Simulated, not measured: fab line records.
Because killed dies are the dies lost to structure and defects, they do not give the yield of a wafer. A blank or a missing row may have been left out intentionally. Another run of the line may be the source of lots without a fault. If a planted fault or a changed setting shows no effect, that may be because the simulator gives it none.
A lot that was struck, set against a sound lot :: flow sky130 :: 43 steps out of a route of 708
Sound: these wafers, L535.1, L535.4, L535.5. Wafers L549.1, L549.5, L549.6 were the ones struck. The cause is given at the end.
Per side, at each step with rows, come the tool, then ch with its chambers, and then its first start. Under that, the readings that differ: sound wafers :: struck wafers :: difference of the means :: sigmas: that difference in standard deviations of wafers without a fault.
alike: words and numbers the same on both sides, and readings whose means are apart by under 2 such deviations; not compared: readings that were withheld, readings missing a value for some wafer, numbers with overlapping values and no deviation given by the record, and bounds like >300 which may hide the same value.
A row with sigmas, a row that says differs or no value, or rows on one side alone: a step with any of these is where the two part. Numbers that have no deviation but don't overlap get no sigmas and don't part them. Lack of a reading on every wafer of one side parts them only where that side has two or more wafers.

SKY_FIELD_ISO_ETCH_14: etches BARC in N2/H2, stops on SiO2, time 45.9 s, target depth 60 nm.
  sound on rie-diel-01 ch 0,1,2, day 2 16:32; struck on rie-diel-01 ch 0,1,2, day 5 12:02
reading: oes-product-au (a.u.)
sound: 0.845 0.848 0.845
struck: 0.851 0.861 0.855
difference: +0.010
sigmas: +2
  alike: drypump-motor-current-A, throttle-valve-pct
  not compared: rf-hours-counter-h
then, 1 step without rows for these wafers: SKY_FIELD_ISO_ETCH_15 (etches the open film in CHF3/O2, stops on Si, target depth 180 nm, time 72 s).
SKY_FIELD_ISO_STRIP_16: strips in O2/N2.
  sound on plasma-asher-04 ch 0,1, day 2 16:38; struck on plasma-asher-04 ch 0,1, day 5 12:08
  alike: drypump-motor-current-A, oes-product-au, strip-time-to-endpoint-s
  not compared: rf-hours-counter-h
SKY_FIELD_ISO_ETCH_17: etches Si in HBr/Cl2/O2, target depth 342 nm, time 97.7 s.
  sound on rie-si-01 ch 0,1,2, day 2 16:44; struck on rie-si-01 ch 0,3, day 5 12:14
  alike: O2_flow_sccm, drypump-motor-current-A, oes-product-au, throttle-valve-pct
  not compared: rf-hours-counter-h
then, 5 steps without rows for these wafers: SKY_FIELD_ISO_WET_ETCH_18 (etches Si3N4 in H3PO4, target depth 25 nm, time 286 s); SKY_FIELD_ISO_CLEAN_19 (cleans in SC1/SC2, time 150 s); SKY_FIELD_ISO_CLEAN_20 (cleans in dHF, time 20 s); SKY_FIELD_ISO_WET_ETCH_21 (etches SiO2 in dHF, target depth 20 nm, time 400 s); SKY_FIELD_ISO_OXIDATION_22 (stabilise 600 s, purge 300 s, target thk 10 nm).
SKY_FIELD_ISO_THK_MEAS_23:
  sound: film-metro-04 at day 2 18:56; struck: film-metro-04 at day 5 13:45
  alike: FIELD_ISO_OXIDATION_01_THK
then, 1 step without rows for these wafers: SKY_FIELD_ISO_CVD_24 (deposits SiO2, target thk 595 nm, time 99.2 s).
SKY_FIELD_ISO_THK_MEAS_25:
  sound: film-metro-04 at day 2 19:04; struck: film-metro-01 at day 5 13:53
  alike: FIELD_ISO_CVD_24_THK
SKY_FIELD_ISO_ANNEAL_26: time 1800 s.
  sound on furnace-01 ch 0, day 2 19:07; struck on furnace-02 ch 0, day 5 13:56
  alike: spike-tc-bottom-C
then, 6 steps without rows for these wafers: SKY_FIELD_ISO_CMP_27 (polishes, stops on Si3N4, t overpolish 16 s, target thk 457.8 nm); SKY_FIELD_ISO_WET_ETCH_28 (etches SiO2 in dHF, target depth 23.7 nm, time 47 s); SKY_FIELD_ISO_WET_ETCH_29 (etches Si3N4 in H3PO4, target depth 160 nm, time 1825 s); SKY_FIELD_ISO_WET_ETCH_30 (etches SiO2 in dHF, target depth 25 nm, time 50 s); SKY_NWELL_CLEAN_00 (cleans in SC1/SC2, time 150 s); SKY_NWELL_OXIDATION_01 (stabilise 600 s, purge 300 s, target thk 10 nm).
SKY_NWELL_THK_MEAS_02:
  sound: film-metro-04 at day 3 00:02; struck: film-metro-04 at day 5 17:49
reading: NWELL_OXIDATION_THK (nm)
sound: 9.71 9.60 9.73
struck: 10.19 10.03 10.07
difference: +0.42
sigmas: +2
then, 8 steps without rows for these wafers: SKY_DNWELL_DEHYDRATE_00 (time 60 s); SKY_DNWELL_HMDS_01 (prime time 60 s); SKY_DNWELL_COAT_02 (resist thk 3000 nm); SKY_DNWELL_SOFTBAKE_03; SKY_DNWELL_EXPOSE_04 (exposes mask DNM, target cd 3000 nm); SKY_DNWELL_PEB_05; SKY_DNWELL_DEVELOP_06 (develop time 62.21 s); SKY_DNWELL_IMPLANT_07.
SKY_DNWELL_STRIP_08: strips in O2/N2.
  sound on plasma-asher-02 ch 0,1, day 3 15:28; struck on plasma-asher-04 ch 0,1, day 6 12:02
reading: strip-time-to-endpoint-s (s)
sound: 37.05 36.98 37.03
struck: 36.78 36.81 36.73
difference: -0.25
sigmas: -3
  alike: drypump-motor-current-A, oes-product-au
  not compared: rf-hours-counter-h
SKY_DNWELL_TW_MEAS_09:
  sound: film-metro-03 at day 3 15:34; struck: film-metro-01 at day 6 12:08
  alike: DNWELL_TW
then, 7 steps without rows for these wafers: SKY_PWDE_DEHYDRATE_00 (time 60 s); SKY_PWDE_HMDS_01 (prime time 60 s); SKY_PWDE_COAT_02 (resist thk 3000 nm); SKY_PWDE_SOFTBAKE_03; SKY_PWDE_EXPOSE_04 (exposes mask PWDEM, target cd 840 nm); SKY_PWDE_PEB_05; SKY_PWDE_DEVELOP_06 (develop time 60 s).
SKY_PWDE_OVL_MEAS_07:
  sound: overlay-01 at day 4 07:23; struck: overlay-01 at day 7 07:23
  alike: PWDE_OVL
following that, these wafers have no rows for 1 step: SKY_PWDE_IMPLANT_08.
SKY_PWDE_STRIP_09: strips in O2/N2.
  sound on plasma-asher-03 ch 1, day 4 07:35; struck on plasma-asher-02 ch 0,1, day 7 07:35
reading: strip-time-to-endpoint-s (s)
sound: 36.93 37.00 37.10
struck: 36.83 36.70 36.72
difference: -0.26
sigmas: -2
  alike: drypump-motor-current-A, oes-product-au
  not compared: rf-hours-counter-h
SKY_PWDE_TW_MEAS_10:
  sound: film-metro-04 at day 4 07:41; struck: film-metro-01 at day 7 07:41
  alike: PWDE_TW
then, 1 step without rows for these wafers: SKY_NWELL_DEHYDRATE_03 (time 60 s).
-- the record jumps here: 42 days lie between the struck wafers' starts before and after (it left off in module NWELL and takes up again in module PAD_OPEN, whose first step shown is number 708 of the route) --
SKY_PAD_OPEN_PROBE_99:
  sound: prober-02 at day 46 00:46; struck: prober-01 at day 49 17:32
reading: model.etest.diode-nwell-sub.leak-log10-a-cm2
sound: -7.63 -7.362 -7.247
struck: -6.946 -7.013 -6.742
difference: +0.513
sigmas: 

reading: model.etest.diode-dnwell-sub.leak-log10-a-cm2
sound: -7.363 -7.497 -7.307
struck: -7.109 -6.677 -6.725
difference: +0.552
sigmas: 

reading: model.etest.diode-pwell-dnwell.leak-log10-a-cm2
sound: -7.756 -7.508 -7.547
struck: -7.128 -7.178 -7.132
difference: +0.458
sigmas: 
  alike: killed_at_M0_to_M3, killed_at_M4_up, killed-at-contacts, killed-at-front-end, killed-at-other, killed-dies, killed-on-rim, killed-open, killed-short

## WHERE THEY PART
First at SKY_FIELD_ISO_ETCH_14; last, within this record, at SKY_PWDE_STRIP_09. Later steps at which nothing parts them and some readings are alike: SKY_PWDE_TW_MEAS_10, SKY_PAD_OPEN_PROBE_99.

WHY: the cause the simulator had injected
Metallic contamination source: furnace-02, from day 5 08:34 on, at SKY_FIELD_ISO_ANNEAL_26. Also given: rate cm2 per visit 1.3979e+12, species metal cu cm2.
